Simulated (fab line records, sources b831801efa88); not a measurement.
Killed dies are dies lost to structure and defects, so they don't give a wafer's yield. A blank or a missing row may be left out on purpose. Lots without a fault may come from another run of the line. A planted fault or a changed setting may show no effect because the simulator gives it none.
Chamber matching | flow gf180mcu | GF_V5_CVD_02 on pecvd-04: 3 sister chambers
The step deposits SiO2 from TEOS, target thk 1450 nm, time 163.28 s. 14 wafers are shown with their chamber, then 7 later ones without.

WAFERS WITH THEIR CHAMBER
wafer  | chamber | heater_power_w (W)
L429.2 | 0       | 683
L429.3 | 1       | 608
L429.6 | 0       | 746
L437.2 | 1       | 599
L437.3 | 2       | 640
L437.4 | 1       | 634
L440.1 | 2       | 637
L440.3 | 0       | 754
L440.4 | 1       | 507
L441.2 | 0       | 620
L441.3 | 2       | 551
L441.4 | 1       | 596
L443.2 | 1       | 530
L443.3 | 0       | 665

SIGNATURES (means of the wafers above)
reading        | chamber 0 | chamber 1 | chamber 2 | scatter within a chamber
heater_power_w | 693.60    | 579.00    | 609.33    | 52.2
Rule: a wafer's distance from a chamber is the root of the sum, over the readings, of the square of ((its reading less the chamber's mean) divided by the reading's scatter). The wafer belongs to the nearest chamber; if the next one is less than 2 further off, it can't be placed. The scatter: the root of (the sum of the squares of (reading less its chamber's mean) over the shown wafers, divided by (wafers less chambers)).

WAFERS WITHOUT THEIR CHAMBER
wafer  | heater_power_w (W)
L443.6 | 595
L444.1 | 746
L444.4 | 516
L444.6 | 631
L445.2 | 666
L445.5 | 515
L445.6 | 641

WHICH CHAMBER EACH WENT THROUGH
wafer  | from the rows above          | in truth
L443.6 | can't be placed: 2 or 1 or 0 | 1
L444.1 | can't be placed: 0 or 2      | 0
L444.4 | can't be placed: 1 or 2      | 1
L444.6 | can't be placed: 2 or 1 or 0 | 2
L445.2 | can't be placed: 0 or 2 or 1 | 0
L445.5 | can't be placed: 1 or 2      | 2
L445.6 | can't be placed: 2 or 0 or 1 | 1
Placed correctly: 0 of 7. Can't be placed from these rows: 7 (the true chamber is among the candidates in 7). Placed wrongly: 0.
